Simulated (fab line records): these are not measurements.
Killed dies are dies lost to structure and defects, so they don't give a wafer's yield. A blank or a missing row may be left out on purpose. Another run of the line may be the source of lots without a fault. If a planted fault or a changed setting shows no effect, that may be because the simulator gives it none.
A lot that was struck, set against a sound lot :: flow gf180mcu :: 31 steps out of a route of 602
Sound: wafers L541.1, L541.2, L541.3. Wafers L547.3, L547.4, L547.5 were the ones struck. At the end, the cause is stated.
For every step that has rows: the tool of each side, followed by ch and its chambers, followed by its first start. Under that, the readings that differ: sound wafers :: struck wafers :: difference of the means :: sigmas: that difference in standard deviations of wafers without a fault.
alike: words and numbers the same on both sides, and readings whose means are apart by under 2 such deviations; not compared: readings that were withheld, readings missing a value for some wafer, numbers with overlapping values and no deviation given by the record, and bounds like >300 which may hide the same value.
A row with sigmas, a row that says differs or no value, or rows on one side alone: a step with any of these is where the two part. Numbers that don't overlap but have no deviation are shown without sigmas and don't part them. A reading missing from all wafers of one side parts the sides only when that side holds two or more wafers.

first, 7 steps without rows for these wafers: GF_HV_LDD_DEHYDRATE_24 (time 60 s); GF_HV_LDD_HMDS_25 (prime time 60 s); GF_HV_LDD_COAT_26 (resist thk 1000 nm); GF_HV_LDD_SOFTBAKE_27 (time 60 s); GF_HV_LDD_EXPOSE_28 (exposes mask Nplus HV AREA, target cd 400 nm); GF_HV_LDD_PEB_29; GF_HV_LDD_DEVELOP_30 (develop time 60 s).
GF_HV_LDD_CD_MEAS_31 targets a cd of 400 nm.
  sound: cd-sem-02 at day 12 21:53; struck: cd-sem-02 at day 14 11:16
  alike: cd-nm
GF_HV_LDD_OVL_MEAS_32:
  sound: overlay-01 at day 12 22:01; struck: overlay-02 at day 14 11:22
  alike: HV_LDD_02_OVL
then, 3 steps without rows for these wafers: GF_HV_LDD_IMPLANT_33; GF_HV_LDD_IMPLANT_34; GF_HV_LDD_IMPLANT_35.
GF_HV_LDD_IMPLANT_36:
  sound on implanter-03 ch 0, day 12 22:29; struck on implanter-02, day 14 11:53
  no value came back on the struck wafers for beam-energy-keV, beam-on-s (s); on the sound wafers beam-energy-keV reads 60.008 59.987 60.003
GF_HV_LDD_STRIP_37: strips in O2/N2.
  sound on plasma-asher-04 ch 0,1, day 12 22:38; struck on plasma-asher-04 ch 0,1, day 14 12:01
reading: strip-time-to-endpoint-s (s)
sound: 12.68 12.67 12.68
struck: 12.59 12.60 12.54
difference: -0.10
sigmas: -3
  alike: drypump-motor-current-A, heater-power-w, oes-product-au, platen-temp-c
  not compared: rf-hours-counter-h
GF_HV_LDD_TW_MEAS_38:
  sound: film-metro-04 at day 12 22:44; struck: film-metro-03 at day 14 12:07
reading: HV_LDD_3_TW
sound: 1439 1445 1433
struck: 1316 1317 1313
difference: -124
sigmas: -17
then, 7 steps without rows for these wafers: GF_HV_LDD_DEHYDRATE_39 (time 60 s); GF_HV_LDD_HMDS_40 (prime time 60 s); GF_HV_LDD_COAT_41 (resist thk 1000 nm); GF_HV_LDD_SOFTBAKE_42 (time 60 s); GF_HV_LDD_EXPOSE_43 (exposes mask Pplus HV AREA, target cd 400 nm); GF_HV_LDD_PEB_44; GF_HV_LDD_DEVELOP_45 (develop time 60 s).
GF_HV_LDD_CD_MEAS_46 targets a cd of 400 nm.
  sound: cd-sem-02 at day 13 17:55; struck: cd-sem-01 at day 15 09:09
  alike: cd-nm
GF_HV_LDD_OVL_MEAS_47:
  sound: overlay-02 at day 13 18:02; struck: overlay-01 at day 15 09:15
  alike: HV_LDD_03_OVL
following that, these wafers have no rows for 1 step: GF_HV_LDD_IMPLANT_48.
GF_HV_LDD_STRIP_49: strips in O2/N2.
  sound on plasma-asher-01 ch 0,1, day 13 18:13; struck on plasma-asher-04 ch 0,1, day 15 09:27
reading: drypump-motor-current-A (A)
sound: 6.6 6.5 6.6
struck: 5.6 5.6 5.6
difference: -1.0
sigmas: -2

reading: strip-time-to-endpoint-s (s)
sound: 12.64 12.66 12.65
struck: 12.76 12.75 12.78
difference: +0.11
sigmas: +3
  alike: heater-power-w, oes-product-au, platen-temp-c
  not compared: rf-hours-counter-h
GF_HV_LDD_TW_MEAS_50:
  sound: film-metro-04 at day 13 18:19; struck: film-metro-04 at day 15 09:32
  alike: HV_LDD_4_TW
then, 1 step without rows for these wafers: GF_HV_LDD_CLEAN_51 (cleans in SC1/SC2, time 150 s).
GF_HV_LDD_RTA_52: time 10 s.
  sound on rtp-anneal-02 ch 0, day 13 18:26; struck on rtp-anneal-02 ch 0, day 15 09:39
  alike: lamp-power-pct, wafer_temp_C_max
GF_HV_LDD_RS_MEAS_53: uses a four-point probe to measure.
  sound: film-metro-01 at day 13 18:30; struck: film-metro-01 at day 15 09:44
reading: HV_LDD_RS (ohm/sq)
sound: 420.0 421.0 420.9
struck: 441.8 440.1 441.5
difference: +20.5
sigmas: +20
then, 1 step without rows for these wafers: GF_HV_LDD_CVD_54 (deposits SiO2 from TEOS, target thk 10 nm, time 75 s).

## WHERE THEY PART
At GF_HV_LDD_IMPLANT_36 first; at GF_HV_LDD_RS_MEAS_53 last (within this record only).

WHY: what the simulator had put in
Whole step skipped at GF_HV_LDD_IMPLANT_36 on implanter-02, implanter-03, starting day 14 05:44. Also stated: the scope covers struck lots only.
